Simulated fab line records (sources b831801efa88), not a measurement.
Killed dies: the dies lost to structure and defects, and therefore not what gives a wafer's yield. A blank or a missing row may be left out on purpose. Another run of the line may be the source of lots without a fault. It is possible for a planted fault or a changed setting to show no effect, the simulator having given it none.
Which tool was responsible? | flow gf180mcu | 6 lots, 18 wafers sampled, at 3 steps of a route of 602

## WHAT THE GAUGES SHOWED, per wafer
GF_V4_CD_MEAS_14: the cd target is 260 nm.
lot  | measured     | on        | cd-nm (nm)
L237 | day 24 21:50 | cd-sem-02 | 260.4 258.6 260.0
L242 | day 26 11:52 | cd-sem-01 | 261.2 259.9 261.0
L244 | day 27 05:32 | cd-sem-02 | 260.1 259.3 258.8
L247 | day 28 07:22 | cd-sem-01 | 258.0 257.5 258.0
L253 | day 30 00:58 | cd-sem-02 | 259.0 259.5 270.2
L258 | day 31 06:32 | cd-sem-02 | 259.5 259.0 258.4

## TOOL THAT RAN EACH LOT (tool first, then ch and the chambers of the sampled wafers, then the start)
lot  | GF_M4_SPUTTER_04             | GF_V4_EXPOSE_11
L237 | pvd-sputter-02, day 22 23:27 | krf-scanner-02 ch 0, day 24 10:59
L242 | pvd-sputter-02, day 24 16:02 | krf-scanner-01 ch 0, day 26 01:57
L244 | pvd-sputter-03, day 25 09:12 | krf-scanner-01 ch 0, day 26 19:23
L247 | pvd-sputter-02, day 26 13:13 | krf-scanner-01 ch 0, day 27 22:00
L253 | pvd-sputter-03, day 28 08:55 | krf-scanner-01 ch 0, day 29 15:39
L258 | pvd-sputter-02, day 29 16:04 | krf-scanner-02 ch 0, day 30 21:56
- GF_M4_SPUTTER_04: material TiN, target thk 50 nm, time 41.7 s.
- GF_V4_EXPOSE_11: exposes mask Via4, target cd 260 nm.

## THE ANSWER, worked out from the rows above alone
Rule: what is usual is taken from the lots themselves. Put in order of their means at a reading, lots are off if they are a third of the lots or fewer, leave a main group of 4 or more, and stand apart from it by a gap of 3 or more times the standard deviation of the main group's means; of several such gaps the widest counts. The tables above print the reading to a certain number of digits; a main group whose means all agree to those digits is not used. A lot without any number at a reading at which 4 lots or more have one is off too. Any other lot the step has rows for is counted as sound.
No lot is off at any reading shown: from this, nothing can be told.

## WHAT THE SIMULATOR HAD PUT IN
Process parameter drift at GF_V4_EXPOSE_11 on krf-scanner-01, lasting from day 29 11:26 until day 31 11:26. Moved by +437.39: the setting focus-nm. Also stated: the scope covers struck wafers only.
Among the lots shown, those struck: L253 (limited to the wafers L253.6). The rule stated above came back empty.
